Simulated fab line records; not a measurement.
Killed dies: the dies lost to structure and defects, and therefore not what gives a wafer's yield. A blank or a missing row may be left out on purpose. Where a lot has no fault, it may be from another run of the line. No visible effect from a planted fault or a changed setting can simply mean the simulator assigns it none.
fab line records | flow sky130
[record] lots = 7 wafers = 21 last_day = 50
route steps=708 shown FIELD_ISO@1 PAD_OPEN@708
lots that met no fault: from a run of the same line without faults
start_h: hours from the record's opening day to when the first of the lot's shown wafers began | wait_h: time in hours since the lot's previous step | " repeats the value in the row above | L1.1+2: several wafers, shown together as one row | - value missing, or start not given | * or withheld: withheld | < > ~ a bound
route shown NAME@n: NAME is a module with steps in the file, n the number in the route of the first one | usual: mean/standard deviation of fault-free wafers | same: alike in all rows | chamber/n: place in a boat | sites: readings site by site | _std_site: the values' standard deviation | _edge_site: the outer-site mean with the inner-site mean subtracted | radius_mm: how far each site lies from the wafer's centre | mask NAME#n: copy n | behind: the tool/chamber that last shaped the wafer | hold: cause of the lot's hold/its duration in hours/its outcome | device: names the non-switching transistor (n, p or np) | end of line: the tests these same wafers got at the end of their route | a step without rows: its recipe alone | killed: dies lost to structure and defects at the first sort, not the wafer's yield | map: per-die view of a wafer (x killed, . not killed, _ where there is no die)
set.NAME: setting as actually run; set.NAME@STEP: the setting as run at that earlier step | model.NAME: the simulator's own value behind a step, which no gauge read
lots seen at some steps along the route; tables by step, rows by wafer
[[steps]]
[step SKY_FIELD_ISO_BOW_MEAS_00]
[recipe] mode = bow
[usual] INCOMING_BOW = -1/6.4
// columns lot.wafer tool chamber start_h wait_h INCOMING_BOW[um]
L669.2 film_metro-02 - 15.02 - 6
L669.5 " - " " -8
L669.6 " - " " -6
L672.2 film_metro-04 - 30.02 - 1
L672.3 " - " " 2
L672.5 " - " " -6
L675.1 film_metro-04 - 45.00 - 7
L675.2 " - " " 20
L675.5 " - " " 8
L683.1 film_metro-04 - 85.00 - -6
L683.4 " - " " -3
L683.5 " - " " 7
L685.3 film_metro-03 - 95.04 - -1
L685.4 " - " " 0
L685.6 " - " " -3
L687.2 film_metro-03 - 105.02 - -1
L687.4 " - " " 2
L687.5 " - " " -1
L689.2 film_metro-04 - 115.02 - -6
L689.3 " - " " 5
L689.5 " - " " 5
[step SKY_FIELD_ISO_OXIDATION_01]
[recipe] temp_c = 900 ambient = O2 stabilise_s = 600 purge_s = 300 target_thk_a = 120 ox_time_s = 1843
[step SKY_FIELD_ISO_THK_MEAS_02]
[recipe] reads = SiO2_of_FIELD_ISO_OXIDATION_01
[usual] FIELD_ISO_OXIDATION_00_THK = 12.16/0.24
// columns lot.wafer tool chamber start_h wait_h hold FIELD_ISO_OXIDATION_00_THK[nm]
L669.2 film_metro-04 - 16.64 0.0 - 12.25
L669.5 " - " " - 12.29
L669.6 " - " " - 12.18
L672.2 film_metro-04 - 31.64 0.0 - 11.77
L672.3 " - " " - 11.72
L672.5 " - " " - 11.78
L675.1 film_metro-02 - 46.63 0.0 - 12.11
L675.2 " - " " - 12.36
L675.5 " - " " - 12.47
L683.1 film_metro-02 - 88.23 0.0 await_dispo/0.2h/release 14.97
L683.4 " - " " await_dispo/0.2h/release 14.78
L683.5 " - " " await_dispo/0.2h/release 14.77
L683.1 film_metro-02 - 88.46 0.2 - 14.94
L683.4 " - " " - 14.76
L683.5 " - " " - 14.88
L685.3 film_metro-02 - 97.28 0.0 await_dispo/0.2h/release 15.18
L685.4 " - " " await_dispo/0.2h/release 15.42
L685.6 " - " " await_dispo/0.2h/release 15.43
L685.3 film_metro-02 - 97.50 0.2 - 15.15
L685.4 " - " " - 15.43
L685.6 " - " " - 15.40
L687.2 film_metro-02 - 106.64 0.0 await_dispo/0.2h/release 15.36
L687.4 " - " " await_dispo/0.2h/release 15.09
L687.5 " - " " await_dispo/0.2h/release 15.51
L687.2 film_metro-02 - 106.87 0.2 - 15.36
L687.4 " - " " - 15.17
L687.5 " - " " - 15.46
L689.2 film_metro-04 - 118.01 0.0 - 12.32
L689.3 " - " " - 12.47
L689.5 " - " " - 11.92
[step SKY_PAD_OPEN_PROBE_99]
[usual] killed_at_M0_to_M3 = 43/7.3 killed_at_M4_up = 3.4/2.1 killed_at_contacts = 24/5.9 killed_at_front_end = 14/4 killed_at_other = 0.3/0.54 killed_dies = 85/10 killed_on_rim = 17/3.7 killed_open = 46/7.7 killed_short = 38/6
[same] gross_dies = 492 killed_at_back_side = 0
// columns lot.wafer tool chamber start_h wait_h killed_at_M0_to_M3 killed_at_M4_up killed_at_contacts killed_at_front_end killed_at_other killed_dies killed_on_rim killed_open killed_short
L669.2 prober-02 - 1107.62 0.1 36 7 28 16 2 89 25 46 42
L669.5 prober-02 - 1107.77 0.2 36 4 18 19 1 78 16 46 31
L669.6 prober-02 - 1107.82 0.2 41 2 25 12 1 81 19 46 35
L672.2 prober-02 - 1127.39 0.1 41 4 31 17 0 93 22 53 40
L672.3 prober-02 - 1127.44 0.2 39 2 20 9 0 70 14 38 32
L672.5 prober-02 - 1127.54 0.2 56 1 30 20 0 107 24 53 54
L675.1 prober-01 - 1144.32 0.1 35 1 11 13 0 60 15 24 36
L675.2 prober-01 - 1144.37 0.1 41 1 13 14 0 69 16 36 33
L675.5 prober-01 - 1144.52 0.2 45 3 23 16 1 88 19 52 36
L683.1 prober-01 - 1183.94 0.1 52 1 18 12 0 83 18 44 39
L683.4 prober-01 - 1184.09 0.2 61 2 20 8 0 91 17 56 35
L683.5 prober-01 - 1184.14 0.2 35 1 22 12 0 70 14 33 35
L685.3 prober-01 - 1196.75 0.2 55 4 29 12 1 101 23 50 50
L685.4 prober-01 - 1196.80 0.2 35 2 25 12 0 74 9 46 28
L685.6 prober-01 - 1196.90 0.2 43 5 24 19 1 92 18 49 43
L687.2 prober-01 - 1200.64 0.1 44 1 31 11 0 87 25 49 38
L687.4 prober-01 - 1200.74 0.2 33 5 25 17 1 81 9 42 39
L687.5 prober-01 - 1200.79 0.2 55 5 16 11 0 87 19 40 47
L689.2 prober-01 - 1210.54 0.1 47 2 23 9 1 82 13 53 29
L689.3 prober-01 - 1210.59 0.2 52 3 28 12 1 96 21 55 41
L689.5 prober-01 - 1210.69 0.2 57 2 25 13 0 97 14 50 47
// killed by level:class
L669.2 CONTACT:geometric_particle:open=15 VIA2:geometric_particle:open=9 METAL2:geometric_particle:short=6 METAL4:geometric_particle:short=6 LOCAL_INTERCONNECT:geometric_particle:short=5 FIELD_ISO:geometric_particle:short=4 SPACER:geometric_particle:open=4 METAL1:geometric_particle:short=4
L669.5 LI_CONTACT:geometric_particle:open=10 VIA1:geometric_particle:open=9 VIA3:geometric_particle:open=6 METAL1:geometric_particle:short=5 FIELD_ISO:geometric_particle:short=4 VIA1:geometric_particle:short=4 SPACER:geometric_particle:open=4 METAL4:geometric_particle:short=4
L669.6 LI_CONTACT:geometric_particle:open=9 CONTACT:geometric_particle:open=8 VIA2:geometric_particle:open=8 VIA1:geometric_particle:open=7 VIA3:geometric_particle:open=6 CONTACT:geometric_particle:short=5 METAL3:geometric_particle:short=5 METAL1:geometric_particle:short=4
L672.2 CONTACT:geometric_particle:open=11 VIA1:geometric_particle:open=11 LI_CONTACT:geometric_particle:open=7 METAL1:geometric_particle:short=7 FIELD_ISO:geometric_particle:open=6 VIA2:geometric_particle:open=6 LOCAL_INTERCONNECT:geometric_particle:short=6 VIA1:geometric_particle:short=5
L672.3 CONTACT:geometric_particle:open=9 VIA1:geometric_particle:open=7 METAL2:geometric_particle:short=6 VIA2:geometric_particle:open=6 VIA1:geometric_particle:short=5 METAL3:geometric_particle:short=4 FIELD_ISO:geometric_particle:open=3 POLY_GATE:geometric_particle:open=3
L672.5 VIA1:geometric_particle:open=14 CONTACT:geometric_particle:open=11 VIA2:geometric_particle:open=8 POLY_GATE:geometric_particle:short=7 LI_CONTACT:geometric_particle:open=7 VIA1:geometric_particle:short=7 METAL2:geometric_particle:short=7 CONTACT:geometric_particle:short=6
L675.1 POLY_GATE:geometric_particle:short=6 VIA3:geometric_particle:open=6 METAL2:geometric_particle:short=6 VIA2:geometric_particle:open=5 CONTACT:geometric_particle:open=4 METAL1:geometric_particle:short=4 LI_CONTACT:geometric_particle:short=3 VIA1:geometric_particle:open=3
L675.2 POLY_GATE:geometric_particle:open=7 VIA1:geometric_particle:open=7 VIA2:geometric_particle:open=6 VIA1:geometric_particle:short=6 METAL2:geometric_particle:short=6 CONTACT:geometric_particle:short=4 VIA2:geometric_particle:short=4 VIA3:geometric_particle:open=4
L675.5 LI_CONTACT:geometric_particle:open=9 VIA1:geometric_particle:open=9 POLY_GATE:geometric_particle:open=7 CONTACT:geometric_particle:open=7 METAL1:geometric_particle:short=6 VIA2:geometric_particle:open=6 VIA1:geometric_particle:short=5 CONTACT:geometric_particle:short=4
L683.1 METAL1:geometric_particle:short=8 VIA2:geometric_particle:open=7 VIA3:geometric_particle:open=7 LI_CONTACT:geometric_particle:open=6 CONTACT:geometric_particle:open=6 VIA1:geometric_particle:open=6 VIA1:geometric_particle:short=5 METAL2:geometric_particle:short=5
L683.4 VIA1:geometric_particle:open=14 VIA2:geometric_particle:open=13 CONTACT:geometric_particle:open=8 VIA3:geometric_particle:open=6 LI_CONTACT:geometric_particle:open=5 VIA2:geometric_particle:short=5 METAL2:geometric_particle:short=5 CONTACT:geometric_particle:short=4
L683.5 CONTACT:geometric_particle:open=9 METAL1:geometric_particle:short=6 LI_CONTACT:geometric_particle:open=5 VIA1:geometric_particle:open=4 METAL2:geometric_particle:short=4 CONTACT:geometric_particle:short=4 VIA1:geometric_particle:short=4 VIA3:geometric_particle:open=4
L685.3 LI_CONTACT:geometric_particle:open=10 CONTACT:geometric_particle:open=9 VIA2:geometric_particle:open=9 METAL2:geometric_particle:short=8 CONTACT:geometric_particle:short=7 VIA3:geometric_particle:short=6 METAL1:geometric_particle:short=5 VIA1:geometric_particle:open=5
L685.4 CONTACT:geometric_particle:open=14 VIA1:geometric_particle:open=8 VIA2:geometric_particle:open=6 POLY_GATE:geometric_particle:open=4 CONTACT:geometric_particle:short=4 METAL2:geometric_particle:short=4 VIA3:geometric_particle:open=4 POLY_GATE:geometric_particle:short=3
L685.6 LI_CONTACT:geometric_particle:open=11 VIA1:geometric_particle:open=7 VIA1:geometric_particle:short=6 VIA2:geometric_particle:short=6 POLY_GATE:geometric_particle:short=5 CONTACT:geometric_particle:open=5 METAL1:geometric_particle:short=5 VIA3:geometric_particle:open=5
L687.2 CONTACT:geometric_particle:open=15 VIA1:geometric_particle:open=10 LI_CONTACT:geometric_particle:open=8 METAL2:geometric_particle:short=6 LOCAL_INTERCONNECT:geometric_particle:short=5 VIA2:geometric_particle:open=5 POLY_GATE:geometric_particle:open=4 METAL1:geometric_particle:short=4
L687.4 CONTACT:geometric_particle:open=11 VIA2:geometric_particle:open=8 VIA1:geometric_particle:open=7 FIELD_ISO:geometric_particle:short=5 FIELD_ISO:geometric_particle:open=5 METAL4:geometric_particle:short=5 LI_CONTACT:geometric_particle:open=5 POLY_GATE:geometric_particle:short=4
L687.5 VIA1:geometric_particle:short=12 VIA1:geometric_particle:open=9 VIA2:geometric_particle:short=8 LI_CONTACT:geometric_particle:open=7 VIA2:geometric_particle:open=7 VIA3:geometric_particle:open=5 METAL1:geometric_particle:short=5 FIELD_ISO:geometric_particle:short=4
L689.2 CONTACT:geometric_particle:open=11 VIA2:geometric_particle:open=8 VIA1:geometric_particle:open=8 FIELD_ISO:geometric_particle:open=7 LI_CONTACT:geometric_particle:open=6 VIA1:geometric_particle:short=6 VIA3:geometric_particle:open=6 VIA2:geometric_particle:short=4
L689.3 CONTACT:geometric_particle:open=14 METAL1:geometric_particle:short=11 VIA3:geometric_particle:open=10 VIA1:geometric_particle:open=9 FIELD_ISO:geometric_particle:open=5 VIA2:geometric_particle:open=5 POLY_GATE:geometric_particle:open=4 LOCAL_INTERCONNECT:geometric_particle:short=4
L689.5 VIA1:geometric_particle:open=16 CONTACT:geometric_particle:open=8 VIA3:geometric_particle:open=7 METAL2:geometric_particle:short=7 LOCAL_INTERCONNECT:geometric_particle:short=7 METAL1:geometric_particle:short=5 VIA1:geometric_particle:short=5 VIA2:geometric_particle:open=5
[[key]]
[first_sign] step = SKY_FIELD_ISO_THK_MEAS_02 reading = visit direction = added
[effect] step = SKY_FIELD_ISO_THK_MEAS_02 reading = FIELD_ISO_OXIDATION_00_THK direction = up sigmas = 13 usual = 12.16 struck = 15.17
met_at SKY_FIELD_ISO_THK_MEAS_02
struck_wafers L683.1,L683.4,L683.5,L685.3,L685.4,L685.6,L687.2,L687.4,L687.5
tester_left_out L683,L685,L687
onset_between 46.63 88.23
[fault] kind = metrology_matching_offset tool = film_metro-02 chamber = - onset_h = 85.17 steps = SKY_FIELD_ISO_THK_MEAS_02 param = thk_nm offset = 2.8911
// tester_left_out: of these lots the tester's yield and bins aren't shown, on N5 and GAA mostly nor the transistor test; their killed dies are dies lost to structure and defects alone, not to doping, threshold or leakage, so they don't give the yield
